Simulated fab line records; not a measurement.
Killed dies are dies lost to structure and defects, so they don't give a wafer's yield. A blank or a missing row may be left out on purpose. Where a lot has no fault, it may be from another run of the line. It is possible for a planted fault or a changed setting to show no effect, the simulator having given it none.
Which tool was responsible? / flow gf180mcu / 11 lots with 33 wafers sampled at 6 steps, on a route of 602 steps

## WHAT THE GAUGES SHOWED, per wafer
GF_MIM_RS_MEAS_10: measurement is done with a four-point probe. Usual: MIM_ALCU_RS 0.1616 ohm/sq, standard deviation 0.0016.
lot=L181; measured=day 24 10:14; on=filmMetro-02; MIM_ALCU_RS (ohm/sq)=0.1616 0.1605 0.1616; flag=
lot=L183; measured=day 25 00:29; on=filmMetro-02; MIM_ALCU_RS (ohm/sq)=0.1599 0.1586 0.1596; flag=
lot=L187; measured=day 26 17:11; on=filmMetro-02; MIM_ALCU_RS (ohm/sq)=0.1623 0.1644 0.1641; flag=
lot=L188; measured=day 27 00:16; on=filmMetro-02; MIM_ALCU_RS (ohm/sq)=0.1622 0.1236 0.1242; flag=OFF
lot=L189; measured=day 27 03:29; on=filmMetro-02; MIM_ALCU_RS (ohm/sq)=0.1227 0.1612 0.1609; flag=OFF
lot=L196; measured=day 29 10:23; on=filmMetro-01; MIM_ALCU_RS (ohm/sq)=0.1593 0.1593 0.1579; flag=
lot=L199; measured=day 30 11:01; on=filmMetro-03; MIM_ALCU_RS (ohm/sq)=0.1609 0.1616 0.1614; flag=
lot=L200; measured=day 30 21:53; on=filmMetro-02; MIM_ALCU_RS (ohm/sq)=0.1613 0.1625 0.1618; flag=
lot=L201; measured=day 30 23:20; on=filmMetro-02; MIM_ALCU_RS (ohm/sq)=0.1634 0.1626 0.1611; flag=
lot=L203; measured=day 31 12:22; on=filmMetro-02; MIM_ALCU_RS (ohm/sq)=0.1581 0.1620 0.1609; flag=
lot=L204; measured=day 31 14:29; on=filmMetro-02; MIM_ALCU_RS (ohm/sq)=0.1639 0.1609 0.1631; flag=

GF_MIM_THK_MEAS_11: measures by xrf. Usual: MIM_ALCU_THK 202.7 nm, standard deviation 2.2.
lot=L181; measured=day 24 10:21; on=filmMetro-02; MIM_ALCU_THK (nm)=202.5 204.5 202.3; flag=
lot=L183; measured=day 25 00:37; on=filmMetro-02; MIM_ALCU_THK (nm)=204.6 206.5 206.0; flag=
lot=L187; measured=day 26 17:18; on=filmMetro-02; MIM_ALCU_THK (nm)=200.2 198.0 199.4; flag=
lot=L188; measured=day 27 00:23; on=filmMetro-02; MIM_ALCU_THK (nm)=201.1 261.8 260.7; flag=OFF
lot=L189; measured=day 27 03:35; on=filmMetro-02; MIM_ALCU_THK (nm)=263.1 203.0 203.2; flag=OFF
lot=L196; measured=day 29 10:29; on=filmMetro-01; MIM_ALCU_THK (nm)=206.5 205.7 208.4; flag=
lot=L199; measured=day 30 11:08; on=filmMetro-03; MIM_ALCU_THK (nm)=203.7 202.2 201.9; flag=
lot=L200; measured=day 30 22:01; on=filmMetro-02; MIM_ALCU_THK (nm)=203.5 201.5 202.1; flag=
lot=L201; measured=day 30 23:27; on=filmMetro-02; MIM_ALCU_THK (nm)=201.2 200.9 203.0; flag=
lot=L203; measured=day 31 12:29; on=filmMetro-02; MIM_ALCU_THK (nm)=205.2 200.2 202.0; flag=
lot=L204; measured=day 31 14:36; on=filmMetro-02; MIM_ALCU_THK (nm)=197.6 202.0 200.1; flag=

## WHICH TOOL RAN EACH LOT (tool, then ch and the chambers of the sampled wafers, then the start)
lot=L181; GF_V4_STRIP_18=plasmaAsher-04 ch 0,1, day 24 08:35; GF_V4_SPUTTER_22=pvdSputter-03, day 24 09:11; GF_MIM_SPUTTER_08=pvdSputter-03, day 24 10:11; GF_MIM_SPUTTER_09=pvdSputter-03, day 24 10:12
lot=L183; GF_V4_STRIP_18=plasmaAsher-02 ch 0,1, day 24 22:51; GF_V4_SPUTTER_22=pvdSputter-04, day 24 23:26; GF_MIM_SPUTTER_08=pvdSputter-02, day 25 00:26; GF_MIM_SPUTTER_09=pvdSputter-02, day 25 00:27
lot=L187; GF_V4_STRIP_18=plasmaAsher-02 ch 0,1, day 26 15:32; GF_V4_SPUTTER_22=pvdSputter-04, day 26 16:08; GF_MIM_SPUTTER_08=pvdSputter-01, day 26 17:08; GF_MIM_SPUTTER_09=pvdSputter-01, day 26 17:09
lot=L188; GF_V4_STRIP_18=plasmaAsher-04 ch 0,1, day 26 22:36; GF_V4_SPUTTER_22=pvdSputter-04, day 26 23:14; GF_MIM_SPUTTER_08=pvdSputter-01, day 27 00:13; GF_MIM_SPUTTER_09=pvdSputter-01, day 27 00:14
lot=L189; GF_V4_STRIP_18=plasmaAsher-01 ch 0,1, day 27 01:48; GF_V4_SPUTTER_22=pvdSputter-04, day 27 02:24; GF_MIM_SPUTTER_08=pvdSputter-01, day 27 03:25; GF_MIM_SPUTTER_09=pvdSputter-01, day 27 03:26
lot=L196; GF_V4_STRIP_18=plasmaAsher-01 ch 0,1, day 29 08:41; GF_V4_SPUTTER_22=pvdSputter-01, day 29 09:17; GF_MIM_SPUTTER_08=pvdSputter-02, day 29 10:18; GF_MIM_SPUTTER_09=pvdSputter-02, day 29 10:20
lot=L199; GF_V4_STRIP_18=plasmaAsher-01 ch 0,1, day 30 09:20; GF_V4_SPUTTER_22=pvdSputter-03, day 30 09:58; GF_MIM_SPUTTER_08=pvdSputter-01, day 30 10:58; GF_MIM_SPUTTER_09=pvdSputter-01, day 30 10:59
lot=L200; GF_V4_STRIP_18=plasmaAsher-04 ch 0,1, day 30 20:15; GF_V4_SPUTTER_22=pvdSputter-01, day 30 20:50; GF_MIM_SPUTTER_08=pvdSputter-01, day 30 21:50; GF_MIM_SPUTTER_09=pvdSputter-01, day 30 21:51
lot=L201; GF_V4_STRIP_18=plasmaAsher-04 ch 0,1, day 30 21:41; GF_V4_SPUTTER_22=pvdSputter-04, day 30 22:17; GF_MIM_SPUTTER_08=pvdSputter-01, day 30 23:17; GF_MIM_SPUTTER_09=pvdSputter-01, day 30 23:18
lot=L203; GF_V4_STRIP_18=plasmaAsher-02 ch 0,1, day 31 10:41; GF_V4_SPUTTER_22=pvdSputter-04, day 31 11:19; GF_MIM_SPUTTER_08=pvdSputter-03, day 31 12:18; GF_MIM_SPUTTER_09=pvdSputter-03, day 31 12:19
lot=L204; GF_V4_STRIP_18=plasmaAsher-01 ch 0,1, day 31 12:47; GF_V4_SPUTTER_22=pvdSputter-04, day 31 13:26; GF_MIM_SPUTTER_08=pvdSputter-01, day 31 14:25; GF_MIM_SPUTTER_09=pvdSputter-01, day 31 14:26
- GF_V4_STRIP_18: strips in O2/N2.
- GF_V4_SPUTTER_22: material TiN, target thk 10 nm, time 40 s.
- GF_MIM_SPUTTER_08: material AlCu, target thk 200 nm, time 10.6 s.
- GF_MIM_SPUTTER_09: material TiN, target thk 35 nm, time 29.2 s.

## WHAT THE TOOLS THEMSELVES READ (means of the sampled wafers that have a number; where no wafer has one, the mark that the record gives instead)
GF_V4_STRIP_18. Usual: drypumpMotorCurrentA 6.1 A, standard deviation 0.5; heaterPowerW 350 W, standard deviation 25; oesProductAu 0.594 a.u., standard deviation 0.0054.
lot=L181; tool=plasmaAsher-04; drypumpMotorCurrentA (A)=6.3; heaterPowerW (W)=337; oesProductAu (a.u.)=0.589; flag=
lot=L183; tool=plasmaAsher-02; drypumpMotorCurrentA (A)=5.3; heaterPowerW (W)=358; oesProductAu (a.u.)=0.592; flag=
lot=L187; tool=plasmaAsher-02; drypumpMotorCurrentA (A)=5.6; heaterPowerW (W)=382; oesProductAu (a.u.)=0.595; flag=
lot=L188; tool=plasmaAsher-04; drypumpMotorCurrentA (A)=6.3; heaterPowerW (W)=328; oesProductAu (a.u.)=0.591; flag=
lot=L189; tool=plasmaAsher-01; drypumpMotorCurrentA (A)=6.4; heaterPowerW (W)=352; oesProductAu (a.u.)=0.589; flag=
lot=L196; tool=plasmaAsher-01; drypumpMotorCurrentA (A)=6.5; heaterPowerW (W)=346; oesProductAu (a.u.)=0.594; flag=
lot=L199; tool=plasmaAsher-01; drypumpMotorCurrentA (A)=6.4; heaterPowerW (W)=346; oesProductAu (a.u.)=0.592; flag=
lot=L200; tool=plasmaAsher-04; drypumpMotorCurrentA (A)=6.3; heaterPowerW (W)=328; oesProductAu (a.u.)=0.591; flag=
lot=L201; tool=plasmaAsher-04; drypumpMotorCurrentA (A)=6.3; heaterPowerW (W)=324; oesProductAu (a.u.)=0.596; flag=
lot=L203; tool=plasmaAsher-02; drypumpMotorCurrentA (A)=5.3; heaterPowerW (W)=360; oesProductAu (a.u.)=0.600; flag=
lot=L204; tool=plasmaAsher-01; drypumpMotorCurrentA (A)=6.4; heaterPowerW (W)=342; oesProductAu (a.u.)=0.595; flag=

GF_V4_SPUTTER_22. Usual: throttleValvePct at 29.9 %, with a standard deviation of 1.1.
lot=L181; tool=pvdSputter-03; throttleValvePct (%)=29.1; flag=
lot=L183; tool=pvdSputter-04; throttleValvePct (%)=30.4; flag=
lot=L187; tool=pvdSputter-04; throttleValvePct (%)=30.1; flag=
lot=L188; tool=pvdSputter-04; throttleValvePct (%)=30.2; flag=
lot=L189; tool=pvdSputter-04; throttleValvePct (%)=29.9; flag=
lot=L196; tool=pvdSputter-01; throttleValvePct (%)=30.7; flag=
lot=L199; tool=pvdSputter-03; throttleValvePct (%)=29.1; flag=
lot=L200; tool=pvdSputter-01; throttleValvePct (%)=29.7; flag=
lot=L201; tool=pvdSputter-04; throttleValvePct (%)=30.2; flag=
lot=L203; tool=pvdSputter-04; throttleValvePct (%)=30.0; flag=
lot=L204; tool=pvdSputter-04; throttleValvePct (%)=30.2; flag=

GF_MIM_SPUTTER_08. Usual: throttleValvePct at 30.0 %, with a standard deviation of 1.3.
lot=L181; tool=pvdSputter-03; throttleValvePct (%)=31.4; flag=
lot=L183; tool=pvdSputter-02; throttleValvePct (%)=30.5; flag=
lot=L187; tool=pvdSputter-01; throttleValvePct (%)=29.9; flag=
lot=L188; tool=pvdSputter-01; throttleValvePct (%)=30.8; flag=
lot=L189; tool=pvdSputter-01; throttleValvePct (%)=30.6; flag=
lot=L196; tool=pvdSputter-02; throttleValvePct (%)=30.5; flag=
lot=L199; tool=pvdSputter-01; throttleValvePct (%)=30.8; flag=
lot=L200; tool=pvdSputter-01; throttleValvePct (%)=29.6; flag=
lot=L201; tool=pvdSputter-01; throttleValvePct (%)=30.0; flag=
lot=L203; tool=pvdSputter-03; throttleValvePct (%)=29.8; flag=
lot=L204; tool=pvdSputter-01; throttleValvePct (%)=30.8; flag=

GF_MIM_SPUTTER_09. Usual: throttleValvePct at 30.0 %, with a standard deviation of 1.3.
lot=L181; tool=pvdSputter-03; throttleValvePct (%)=31.4; flag=
lot=L183; tool=pvdSputter-02; throttleValvePct (%)=30.4; flag=
lot=L187; tool=pvdSputter-01; throttleValvePct (%)=29.8; flag=
lot=L188; tool=pvdSputter-01; throttleValvePct (%)=30.5; flag=
lot=L189; tool=pvdSputter-01; throttleValvePct (%)=30.5; flag=
lot=L196; tool=pvdSputter-02; throttleValvePct (%)=30.5; flag=
lot=L199; tool=pvdSputter-01; throttleValvePct (%)=30.9; flag=
lot=L200; tool=pvdSputter-01; throttleValvePct (%)=29.7; flag=
lot=L201; tool=pvdSputter-01; throttleValvePct (%)=29.9; flag=
lot=L203; tool=pvdSputter-03; throttleValvePct (%)=30.1; flag=
lot=L204; tool=pvdSputter-01; throttleValvePct (%)=30.6; flag=

## THE ANSWER, worked out from the rows above alone
Rule: a lot is off if the mean of its wafers that have a number lies more than 3 standard deviations from the usual mean. A lot without any number at a reading at which 4 lots or more have one is off too. Any other lot the step has rows for is counted as sound. After the gauges, taken in route order, come the tools' own readings; for these a lot's mean is taken, as printed above. At the first step where some lot is off, the reading lying furthest off is the one used; lots without a number count as furthest.
Off: L188, L189, at GF_MIM_RS_MEAS_10 (MIM_ALCU_RS).
A tool fits if, at a process step before that reading, it ran every lot that is off, and no sound lot after the first of them. The gauges at GF_MIM_RS_MEAS_10 are tried like those tools. Not one of the candidates tried fits.

## WHAT HAD BEEN PUT IN BY THE SIMULATOR
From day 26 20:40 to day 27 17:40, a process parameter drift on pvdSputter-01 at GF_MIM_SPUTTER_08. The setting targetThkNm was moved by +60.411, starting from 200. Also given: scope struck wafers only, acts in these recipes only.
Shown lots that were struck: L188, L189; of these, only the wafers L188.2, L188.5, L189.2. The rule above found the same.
